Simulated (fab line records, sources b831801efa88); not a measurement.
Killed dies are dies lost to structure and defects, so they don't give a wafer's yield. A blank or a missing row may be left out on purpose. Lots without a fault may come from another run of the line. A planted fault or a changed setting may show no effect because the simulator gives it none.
Tool commonality check | flow gf180mcu | 13 lots, 39 wafers sampled

WHY IT WAS OPENED
At GF_POLY_GATE_THK_MEAS_01 the reading POLY_GATE_CVD_00_THK is flagged on 1 of 13 lots. Wafers without a fault read 199.3 nm, standard deviation 2.2.
Rule: a lot is flagged when every wafer of it that has a number lies more than 4 standard deviations from that mean, or none has a number. The other lots count as sound.

lot  | measured     | on            | POLY_GATE_CVD_00_THK (nm), wafer by wafer | flag
L577 | day 8 12:33  | film_metro-04 | 196.5 196.9 195.2                         |
L578 | day 8 18:36  | film_metro-01 | 195.4 197.0 196.3                         |
L579 | day 8 21:32  | film_metro-04 | 198.3 201.3 198.8                         |
L582 | day 9 19:09  | film_metro-04 | 204.0 206.2 204.1                         |
L584 | day 10 09:56 | film_metro-01 | 198.3 198.8 200.0                         |
L585 | day 10 18:25 | film_metro-04 | 199.9 199.7 201.2                         |
L587 | day 11 11:44 | film_metro-03 | 196.8 199.0 196.5                         |
L588 | day 11 17:53 | film_metro-01 | 198.9 198.5 199.1                         |
L591 | day 12 15:01 | film_metro-01 | 212.7 211.4 212.6                         | FLAGGED
L592 | day 12 22:45 | film_metro-04 | 198.0 199.0 198.0                         |
L596 | day 14 01:13 | film_metro-03 | 198.2 199.6 197.8                         |
L597 | day 14 07:26 | film_metro-01 | 201.8 200.0 198.4                         |
L598 | day 14 11:41 | film_metro-03 | 197.1 199.2 199.8                         |
The numbers of the flagged lots are 212.2 nm on average: +12.9 nm against the usual, or +6 standard deviations.

WHICH TOOL RAN EACH LOT
The record holds 1 process step before the reading, out of a route of 602 steps. In each cell: the tool, then ch and the chambers that the sampled wafers went through, then the start.
lot  | flag    | GF_POLY_GATE_CVD_00
L577 |         | lpcvd-01 ch 0, day 8 11:11
L578 |         | lpcvd-02 ch 1, day 8 17:15
L579 |         | lpcvd-01 ch 0, day 8 20:12
L582 |         | lpcvd-01 ch 1, day 9 17:49
L584 |         | lpcvd-02 ch 0, day 10 08:36
L585 |         | lpcvd-02 ch 0, day 10 17:04
L587 |         | lpcvd-02 ch 0, day 11 10:24
L588 |         | lpcvd-01 ch 0, day 11 16:32
L591 | FLAGGED | lpcvd-01 ch 0, day 12 13:41
L592 |         | lpcvd-02 ch 1, day 12 21:25
L596 |         | lpcvd-02 ch 1, day 13 23:53
L597 |         | lpcvd-02 ch 0, day 14 06:06
L598 |         | lpcvd-02 ch 1, day 14 10:21
What these steps do:
- GF_POLY_GATE_CVD_00: deposits poly-Si, target thk 200 nm, time 1200 s.
- GF_POLY_GATE_THK_MEAS_01

FLAGGED OVER TOTAL, TOOL BY TOOL (the gauges that took the reading come last)
step                     | tool          | lots run | flagged | share of the flagged lots | sound lots run after its first flagged lot
GF_POLY_GATE_CVD_00      | lpcvd-01      | 5        | 1       | all                       | 0
GF_POLY_GATE_CVD_00      | lpcvd-02      | 8        | 0       | none                      | -
GF_POLY_GATE_THK_MEAS_01 | film_metro-01 | 5        | 1       | all                       | 1 (L597)
GF_POLY_GATE_THK_MEAS_01 | film_metro-03 | 3        | 0       | none                      | -
GF_POLY_GATE_THK_MEAS_01 | film_metro-04 | 5        | 0       | none                      | -

WHAT THE TABLE ALLOWS
2 rows of the table ran every flagged lot: lpcvd-01 at GF_POLY_GATE_CVD_00, film_metro-01 at GF_POLY_GATE_THK_MEAS_01.
- lpcvd-01 at GF_POLY_GATE_CVD_00: 1 of its 5 lots flagged. Its last sound lot is L588 (day 11 16:32), its first flagged lot L591 (day 12 13:41): a fault that began between those two fits.
- film_metro-01 at GF_POLY_GATE_THK_MEAS_01: 1 of its 5 lots flagged. Sound lots ran on it after the first flagged one (L597), which a lasting fault on the whole tool wouldn't allow.
One tool is left: lpcvd-01 at GF_POLY_GATE_CVD_00.

WHAT THE SIMULATOR HAD PUT IN
Process parameter drift: lpcvd-01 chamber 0, from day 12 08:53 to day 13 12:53, at GF_POLY_GATE_CVD_00. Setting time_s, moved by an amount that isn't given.
Lots struck among those shown: L591. The rule above found the same.
